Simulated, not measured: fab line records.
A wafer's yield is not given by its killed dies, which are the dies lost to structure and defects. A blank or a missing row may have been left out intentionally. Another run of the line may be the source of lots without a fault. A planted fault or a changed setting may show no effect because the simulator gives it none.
Which tool did it? + flow gf180mcu + 11 lots, 33 wafers sampled, at 8 steps of a route of 602

WHAT THE GAUGES SHOWED, per wafer
GF_NWELL_TW_MEAS_11. Usual: NWELL_TW gives 1571 (standard deviation 14).
| lot  | measured    | on            | NWELL_TW       | flag |
|------|-------------|---------------|----------------|------|
| L521 | day 3 07:23 | film_metro-02 | 1588 1587 1588 |      |
| L522 | day 3 11:29 | film_metro-04 | 1570 1570 1569 |      |
| L524 | day 4 08:52 | film_metro-02 | 1590 1593 1587 |      |
| L525 | day 4 09:34 | film_metro-02 | 1581 1583 1588 |      |
| L528 | day 5 06:39 | film_metro-04 | 1838 1834 1841 | OFF  |
| L533 | day 6 01:54 | film_metro-02 | 1850 1868 1849 | OFF  |
| L539 | day 7 10:13 | film_metro-04 | 1573 1570 1579 |      |
| L540 | day 7 18:16 | film_metro-04 | 1569 1566 1575 |      |
| L542 | day 8 01:53 | film_metro-02 | 1584 1589 1591 |      |
| L543 | day 8 08:32 | film_metro-03 | 1558 1541 1550 |      |
| L544 | day 8 13:45 | film_metro-02 | 1581 1588 1581 |      |

GF_LVPWELL_TW_MEAS_11. Usual: LVPWELL_TW gives 557 (standard deviation 5.8).
| lot  | measured    | on            | LVPWELL_TW     | flag |
|------|-------------|---------------|----------------|------|
| L521 | day 3 20:51 | film_metro-03 | 553 551 550    |      |
| L522 | day 4 01:22 | film_metro-04 | 562 560 562    |      |
| L524 | day 4 22:29 | film_metro-04 | 561 559 559    |      |
| L525 | day 4 23:56 | film_metro-02 | 563 566 564    |      |
| L528 | day 5 21:32 | film_metro-04 | 1364 1362 1361 | OFF  |
| L533 | day 6 17:12 | film_metro-04 | 1367 1372 1363 | OFF  |
| L539 | day 8 03:08 | film_metro-03 | 551 550 551    |      |
| L540 | day 8 10:53 | film_metro-03 | 551 549 545    |      |
| L542 | day 8 18:35 | film_metro-03 | 551 550 547    |      |
| L543 | day 9 02:11 | film_metro-03 | 551 547 548    |      |
| L544 | day 9 06:48 | film_metro-03 | 546 545 548    |      |

GF_MVSD_TW_MEAS_11. Usual: MVSD_TW gives 1572 (standard deviation 18).
| lot  | measured     | on            | MVSD_TW        | flag |
|------|--------------|---------------|----------------|------|
| L521 | day 4 10:53  | film_metro-03 | 1551 1549 1561 |      |
| L522 | day 4 14:59  | film_metro-02 | 1586 1590 1590 |      |
| L524 | day 5 12:53  | film_metro-02 | 1582 1581 1592 |      |
| L525 | day 5 14:31  | film_metro-03 | 1558 1563 1556 |      |
| L528 | day 6 13:02  | film_metro-02 | 1850 1840 1855 | OFF  |
| L533 | day 7 08:47  | film_metro-04 | 1854 1850 1835 | OFF  |
| L539 | day 8 19:55  | film_metro-04 | 1588 1585 1583 |      |
| L540 | day 9 03:49  | film_metro-02 | 1587 1594 1588 |      |
| L542 | day 9 11:35  | film_metro-03 | 1550 1537 1552 |      |
| L543 | day 9 19:56  | film_metro-03 | 1543 1544 1539 |      |
| L544 | day 10 00:23 | film_metro-03 | 1546 1549 1552 |      |

GF_V1_OVL_MEAS_15. Usual: V1_OVL gives 0 nm (standard deviation 5.6).
| lot  | measured     | on         | V1_OVL (nm) | flag |
|------|--------------|------------|-------------|------|
| L521 | day 18 00:14 | overlay-01 | 3 17 9      |      |
| L522 | day 18 03:07 | overlay-02 | -7 -1 -2    |      |
| L524 | day 19 16:49 | overlay-02 | -1 -3 5     |      |
| L525 | day 19 21:10 | overlay-01 | -7 -6 -2    |      |
| L528 | day 21 11:17 | overlay-01 | 7 2 -4      |      |
| L533 | day 22 14:49 | overlay-01 | 1 1 0       |      |
| L539 | day 24 15:30 | overlay-02 | 2 6 -5      |      |
| L540 | day 25 00:01 | overlay-01 | 0 12 -5     |      |
| L542 | day 25 17:01 | overlay-02 | 0 -1 5      |      |
| L543 | day 25 22:34 | overlay-02 | -3 -7 -12   |      |
| L544 | day 26 10:59 | overlay-01 | -3 -1 -2    |      |

GF_V1_THK_MEAS_25: measures by xrf. Usual: V1_W_THK gives 360 nm (standard deviation 5.8).
| lot  | measured     | on            | V1_W_THK (nm) | flag |
|------|--------------|---------------|---------------|------|
| L521 | day 18 01:16 | film_metro-01 | 358 361 355   |      |
| L522 | day 18 04:09 | film_metro-01 | 361 368 360   |      |
| L524 | day 19 17:51 | film_metro-02 | 360 369 374   |      |
| L525 | day 19 22:12 | film_metro-01 | 359 367 358   |      |
| L528 | day 21 12:21 | film_metro-01 | 368 356 363   |      |
| L533 | day 22 15:53 | film_metro-04 | 362 352 363   |      |
| L539 | day 24 16:32 | film_metro-02 | 361 369 362   |      |
| L540 | day 25 01:03 | film_metro-01 | 349 358 352   |      |
| L542 | day 25 18:03 | film_metro-02 | 361 359 363   |      |
| L543 | day 25 23:36 | film_metro-04 | 361 351 366   |      |
| L544 | day 26 12:02 | film_metro-01 | 364 356 352   |      |

WHICH TOOL RAN EACH LOT (tool, then ch and the chambers of the sampled wafers, then the start)
| lot  | GF_DNWELL_COAT_02                | GF_DNWELL_STRIP_08                  | GF_NSD_STRIP_11                      |
|------|----------------------------------|-------------------------------------|--------------------------------------|
| L521 | litho_track-03 ch 0, day 2 11:45 | plasma_asher-01 ch 0,1, day 2 18:50 | plasma_asher-01 ch 0,1, day 13 08:52 |
| L522 | litho_track-01 ch 0, day 2 17:18 | plasma_asher-03 ch 0,1, day 2 23:32 | plasma_asher-04 ch 0,1, day 13 10:20 |
| L524 | litho_track-04 ch 0, day 3 11:56 | plasma_asher-03 ch 0,1, day 3 19:17 | plasma_asher-02 ch 1, day 14 19:47   |
| L525 | litho_track-01 ch 0, day 3 12:05 | plasma_asher-02 ch 0,1, day 3 19:19 | plasma_asher-02 ch 0,1, day 15 00:53 |
| L528 | litho_track-01 ch 0, day 4 07:27 | plasma_asher-01 ch 0,1, day 4 14:44 | plasma_asher-04 ch 0, day 16 09:50   |
| L533 | litho_track-01 ch 0, day 5 03:24 | plasma_asher-02 ch 0,1, day 5 10:55 | plasma_asher-04 ch 0,1, day 17 10:32 |
| L539 | litho_track-03 ch 0, day 6 10:03 | plasma_asher-02 ch 0,1, day 6 18:15 | plasma_asher-02 ch 0,1, day 19 10:08 |
| L540 | litho_track-04 ch 0, day 6 17:41 | plasma_asher-03 ch 0,1, day 7 01:55 | plasma_asher-01 ch 0,1, day 20 00:19 |
| L542 | litho_track-03 ch 0, day 7 01:55 | plasma_asher-02 ch 1, day 7 09:38   | plasma_asher-04 ch 0, day 20 17:49   |
| L543 | litho_track-03 ch 0, day 7 07:32 | plasma_asher-02 ch 0,1, day 7 15:38 | plasma_asher-04 ch 0,1, day 21 01:01 |
| L544 | litho_track-04 ch 0, day 7 13:35 | plasma_asher-03 ch 0,1, day 7 21:25 | plasma_asher-02 ch 0,1, day 21 12:14 |
- GF_DNWELL_COAT_02: resist thk 3000 nm.
- GF_DNWELL_STRIP_08: strips in O2/N2.
- GF_NSD_STRIP_11: strips in O2/N2.

WHAT THE TOOLS THEMSELVES READ (means of the sampled wafers that have a number; where no wafer has one, the mark that the record gives instead)
GF_DNWELL_COAT_02. Usual: spin_speed_rpm reads 1972.0 rpm (standard deviation 1.5).
| lot  | tool           | spin_speed_rpm (rpm) | flag |
|------|----------------|----------------------|------|
| L521 | litho_track-03 | 1973.3               |      |
| L522 | litho_track-01 | 1972.1               |      |
| L524 | litho_track-04 | 1972.4               |      |
| L525 | litho_track-01 | 1972.8               |      |
| L528 | litho_track-01 | 1972.6               |      |
| L533 | litho_track-01 | 1971.2               |      |
| L539 | litho_track-03 | 1971.5               |      |
| L540 | litho_track-04 | 1971.5               |      |
| L542 | litho_track-03 | 1973.5               |      |
| L543 | litho_track-03 | 1972.4               |      |
| L544 | litho_track-04 | 1971.0               |      |

GF_DNWELL_STRIP_08. Usual: drypump_motor_current_A 5.9 A, standard deviation 0.61; heater_power_w 305 W, standard deviation 20; oes_product_au 0.723 a.u., standard deviation 0.0041; strip_time_to_endpoint_s 37.26 s, standard deviation 0.094.
| lot  | tool            | drypump_motor_current_A (A) | heater_power_w (W) | oes_product_au (a.u.) | strip_time_to_endpoint_s (s) | flag |
|------|-----------------|-----------------------------|--------------------|-----------------------|------------------------------|------|
| L521 | plasma_asher-01 | 5.7                         | 327                | 0.726                 | 37.26                        |      |
| L522 | plasma_asher-03 | 5.9                         | 299                | 0.726                 | 37.42                        |      |
| L524 | plasma_asher-03 | 5.4                         | 285                | 0.718                 | 37.26                        |      |
| L525 | plasma_asher-02 | 6.1                         | 298                | 0.720                 | 37.26                        |      |
| L528 | plasma_asher-01 | 5.7                         | 322                | 0.720                 | 21.16                        | OFF  |
| L533 | plasma_asher-02 | 6.3                         | 313                | 0.714                 | 21.13                        | OFF  |
| L539 | plasma_asher-02 | 6.1                         | 305                | 0.722                 | 37.23                        |      |
| L540 | plasma_asher-03 | 5.9                         | 301                | 0.720                 | 37.16                        |      |
| L542 | plasma_asher-02 | 5.9                         | 295                | 0.722                 | 37.32                        |      |
| L543 | plasma_asher-02 | 6.1                         | 298                | 0.723                 | 37.31                        |      |
| L544 | plasma_asher-03 | 5.9                         | 300                | 0.722                 | 37.31                        |      |

GF_NSD_STRIP_11. Usual: drypump_motor_current_A 5.9 A, standard deviation 0.4; heater_power_w 317 W, standard deviation 16; oes_product_au 0.487 a.u., standard deviation 0.0047; strip_time_to_endpoint_s 22.97 s, standard deviation 0.035.
| lot  | tool            | drypump_motor_current_A (A) | heater_power_w (W) | oes_product_au (a.u.) | strip_time_to_endpoint_s (s) | flag |
|------|-----------------|-----------------------------|--------------------|-----------------------|------------------------------|------|
| L521 | plasma_asher-01 | 5.8                         | 331                | 0.484                 | 22.95                        |      |
| L522 | plasma_asher-04 | 5.5                         | 307                | 0.491                 | 22.95                        |      |
| L524 | plasma_asher-02 | 5.9                         | 295                | 0.488                 | 22.95                        |      |
| L525 | plasma_asher-02 | 6.3                         | 322                | 0.488                 | 22.94                        |      |
| L528 | plasma_asher-04 | 6.0                         | 325                | 0.484                 | 23.00                        |      |
| L533 | plasma_asher-04 | 5.7                         | 313                | 0.485                 | 22.97                        |      |
| L539 | plasma_asher-02 | 6.1                         | 308                | 0.483                 | 22.97                        |      |
| L540 | plasma_asher-01 | 5.6                         | 331                | 0.487                 | 22.95                        |      |
| L542 | plasma_asher-04 | 6.0                         | 325                | 0.486                 | 22.96                        |      |
| L543 | plasma_asher-04 | 5.7                         | 320                | 0.482                 | 22.94                        |      |
| L544 | plasma_asher-02 | 6.3                         | 315                | 0.485                 | 22.97                        |      |

THE ANSWER, worked out from the rows above alone
Rule: lot off if the mean of its wafers having a number is beyond 3 standard deviations from the usual mean. Also off: a lot with no number at a reading for which 4 or more lots have one. Any other lot the step has rows for is counted as sound. First the gauges in route order, then the tools' own readings, where a lot's mean is used as printed above. The first step at which some lot is off is used, and at that step the reading that is off furthest; a lot without a number counts as furthest.
Off: L528, L533, seen at GF_NWELL_TW_MEAS_11 (NWELL_TW).
If a tool, at a process step before that reading, ran all the lots that are off and no sound lot after the first of them, it fits. Not tried: the gauges at GF_NWELL_TW_MEAS_11; whatever is off there is also off at GF_DNWELL_STRIP_08, on other tools, and gauge error can't account for it. One candidate fits, namely litho_track-01 at GF_DNWELL_COAT_02. Its last sound lot is L525 (day 3 12:05), its first lot that is off L528 (day 4 07:27): a fault that began between those two fits.

WHAT WAS PUT IN BY THE SIMULATOR
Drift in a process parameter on litho_track-01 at GF_DNWELL_COAT_02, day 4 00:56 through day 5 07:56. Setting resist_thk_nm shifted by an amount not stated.
Shown lots that were struck: L528, L533. The rule given above showed the same thing.
